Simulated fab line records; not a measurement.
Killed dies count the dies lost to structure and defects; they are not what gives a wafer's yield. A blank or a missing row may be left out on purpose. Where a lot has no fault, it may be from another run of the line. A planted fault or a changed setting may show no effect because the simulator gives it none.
Which tool was responsible?    flow gf180mcu    30 wafers from 10 lots sampled at 6 of the route's 602 steps

## WHAT EACH GAUGE READ, for each wafer
GF_M4_RS_MEAS_05: uses a four-point probe to measure.
lot   measured      on             M4_ALCU_RS (ohm/sq)
L742  day 22 09:17  film-metro-02  0.0702 0.0701 0.0708
L743  day 23 01:46  film-metro-02  0.0700 0.0694 0.0693
L745  day 23 11:22  film-metro-02  0.0687 0.0683 0.0691
L749  day 25 04:45  film-metro-02  0.0703 0.0692 0.0701
L751  day 25 11:04  film-metro-03  0.0691 0.0687 0.0694
L754  day 26 10:42  film-metro-03  0.0924 0.0691 0.0693
L757  day 28 01:32  film-metro-01  0.0927 0.0708 0.0930
L759  day 28 04:11  film-metro-02  0.0707 0.0707 0.0699
L761  day 29 01:09  film-metro-01  0.0694 0.0688 0.0696
L764  day 29 15:10  film-metro-02  0.0697 0.0703 0.0694

GF_M4_THK_MEAS_06: measures by xrf.
lot   measured      on             M4_ALCU_THK (nm)
L742  day 22 09:25  film-metro-02  437 437 434
L743  day 23 01:53  film-metro-02  436 439 440
L745  day 23 11:29  film-metro-02  443 448 441
L749  day 25 04:52  film-metro-02  436 441 437
L751  day 25 11:11  film-metro-03  440 444 441
L754  day 26 10:49  film-metro-03  354 441 439
L757  day 28 01:38  film-metro-01  359 435 357
L759  day 28 04:18  film-metro-02  435 435 439
L761  day 29 01:16  film-metro-01  442 447 440
L764  day 29 15:17  film-metro-02  438 435 440

GF_M4_CD_MEAS_14: target cd 280 nm.
lot   measured      on         cd-nm (nm)
L742  day 23 07:37  cd-sem-02  277.5 278.5 279.0
L743  day 23 23:35  cd-sem-01  280.1 281.2 280.5
L745  day 24 09:53  cd-sem-02  280.7 280.5 279.9
L749  day 26 01:43  cd-sem-01  279.3 278.4 278.2
L751  day 26 08:49  cd-sem-02  281.1 280.2 280.1
L754  day 27 07:13  cd-sem-01  279.0 279.3 279.4
L757  day 28 20:37  cd-sem-01  279.0 279.8 279.3
L759  day 28 23:29  cd-sem-02  279.5 279.0 278.9
L761  day 29 19:47  cd-sem-02  279.0 279.8 278.7
L764  day 30 09:56  cd-sem-02  277.5 276.6 277.1

## EACH LOT AND THE TOOL THAT RAN IT (in order: tool; ch and the chambers of the sampled wafers; start)
lot   GF_V2_ETCH_17                                  GF_V3_SPUTTER_21              GF_M4_SPUTTER_02
L742  rie-diel-01 ch 1,3, day 22 08:23 or earlier    pvd-sputter-02, day 22 08:23  pvd-sputter-01, day 22 09:12
L743  rie-diel-03 ch 0,2, day 23 00:52 or earlier    pvd-sputter-02, day 23 00:52  pvd-sputter-04, day 23 01:41
L745  rie-diel-01 ch 0,1,2, day 23 10:27 or earlier  pvd-sputter-01, day 23 10:27  pvd-sputter-02, day 23 11:17
L749  rie-diel-04 ch 1,2, day 25 03:50 or earlier    pvd-sputter-03, day 25 03:50  pvd-sputter-04, day 25 04:40
L751  rie-diel-01 ch 1,2, day 25 09:59 or earlier    pvd-sputter-02, day 25 09:59  pvd-sputter-02, day 25 10:58
L754  rie-diel-04 ch 0,3, day 26 09:47 or earlier    pvd-sputter-02, day 26 09:47  pvd-sputter-04, day 26 10:37
L757  rie-diel-03 ch 1,2, day 28 00:16 or earlier    pvd-sputter-03, day 28 00:16  pvd-sputter-04, day 28 01:25
L759  rie-diel-04 ch 1,2,3, day 28 03:10 or earlier  pvd-sputter-03, day 28 03:10  pvd-sputter-02, day 28 04:05
L761  rie-diel-01 ch 0,2, day 29 00:04 or earlier    pvd-sputter-02, day 29 00:04  pvd-sputter-02, day 29 01:04
L764  rie-diel-04 ch 0,2,3, day 29 14:15 or earlier  pvd-sputter-03, day 29 14:15  pvd-sputter-02, day 29 15:04
- GF_V2_ETCH_17: etches SiO2 in C4F8/O2/Ar, stops on TiN, target depth 630 nm.
- GF_V3_SPUTTER_21: material Ti, target thk 15 nm, time 80.02 s.
- GF_M4_SPUTTER_02: material AlCu, target thk 450 nm, time 23.9 s.

## WHAT THE TOOLS THEMSELVES READ (means of the sampled wafers that have a number; where no wafer has one, the mark that the record gives instead)
GF_V2_ETCH_17.
lot   tool         bias-w (W)  oes-product-au (a.u.)
L742  rie-diel-01  1205        0.855
L743  rie-diel-03  1197        0.853
L745  rie-diel-01  1204        0.854
L749  rie-diel-04  1200        0.854
L751  rie-diel-01  1201        0.856
L754  rie-diel-04  1200        0.856
L757  rie-diel-03  1199        0.858
L759  rie-diel-04  1202        0.857
L761  rie-diel-01  1199        0.849
L764  rie-diel-04  1197        0.859

GF_V3_SPUTTER_21.
lot   tool            chamber-pressure-pa (Pa)  throttle-valve-pct (%)
L742  pvd-sputter-02  5.008                     30.3
L743  pvd-sputter-02  4.999                     29.7
L745  pvd-sputter-01  4.992                     30.9
L749  pvd-sputter-03  5.006                     30.3
L751  pvd-sputter-02  5.009                     30.4
L754  pvd-sputter-02  5.006                     30.2
L757  pvd-sputter-03  4.995                     29.8
L759  pvd-sputter-03  4.999                     29.9
L761  pvd-sputter-02  4.997                     30.1
L764  pvd-sputter-03  5.006                     30.3

GF_M4_SPUTTER_02.
lot   tool            chamber-pressure-pa (Pa)  throttle-valve-pct (%)
L742  pvd-sputter-01  0.3998                    30.9
L743  pvd-sputter-04  0.3997                    30.1
L745  pvd-sputter-02  0.4000                    30.2
L749  pvd-sputter-04  0.4001                    30.2
L751  pvd-sputter-02  0.4002                    29.7
L754  pvd-sputter-04  0.4000                    30.5
L757  pvd-sputter-04  0.3995                    30.2
L759  pvd-sputter-02  0.4002                    29.7
L761  pvd-sputter-02  0.4001                    30.1
L764  pvd-sputter-02  0.3993                    30.4

## THE ANSWER, worked out from the rows above alone
Rule: the usual values come from the lots themselves. The widest of any qualifying gaps counts: lots, ordered by their means at a reading, are off when they make up no more than a third of the lots, leave a main group of 4 or more, and stand apart from it by 3 or more times the standard deviation of that group's means. A main group is skipped when, at the precision printed for the reading in the tables above, its means are all equal. Also off: a lot with no number at a reading for which 4 or more lots have one. All remaining lots with rows at the step are treated as sound. Order of review: gauges by route order, followed by the tools' own readings, for which a lot's mean as printed above is used. The first step at which some lot is off is used, and at that step the reading that is off furthest; a lot without a number counts as furthest.
Off: L754, L757, seen at GF_M4_RS_MEAS_05 (M4_ALCU_RS). For the main group the mean is 0.0696 ohm/sq and the standard deviation 0.00057.
If a tool, at a process step before that reading, ran all the lots that are off and no sound lot after the first of them, it fits. Those tools and the gauges at GF_M4_RS_MEAS_05 are tried in the same way. GF_V2_ETCH_17 gives no start for some lots, so the hours and the order of its lots are those of GF_V3_SPUTTER_21. One candidate fits, namely pvd-sputter-04 at GF_M4_SPUTTER_02. A fault onset in the window from L749 (day 25 04:40, its last sound lot) to L754 (day 26 10:37, its first lot off) fits.

## WHAT HAD BEEN PUT IN BY THE SIMULATOR
Site profile drift: pvd-sputter-04, from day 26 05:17 on, at GF_M4_SPUTTER_02. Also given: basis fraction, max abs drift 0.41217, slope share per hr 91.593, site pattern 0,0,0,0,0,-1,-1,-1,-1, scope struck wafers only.
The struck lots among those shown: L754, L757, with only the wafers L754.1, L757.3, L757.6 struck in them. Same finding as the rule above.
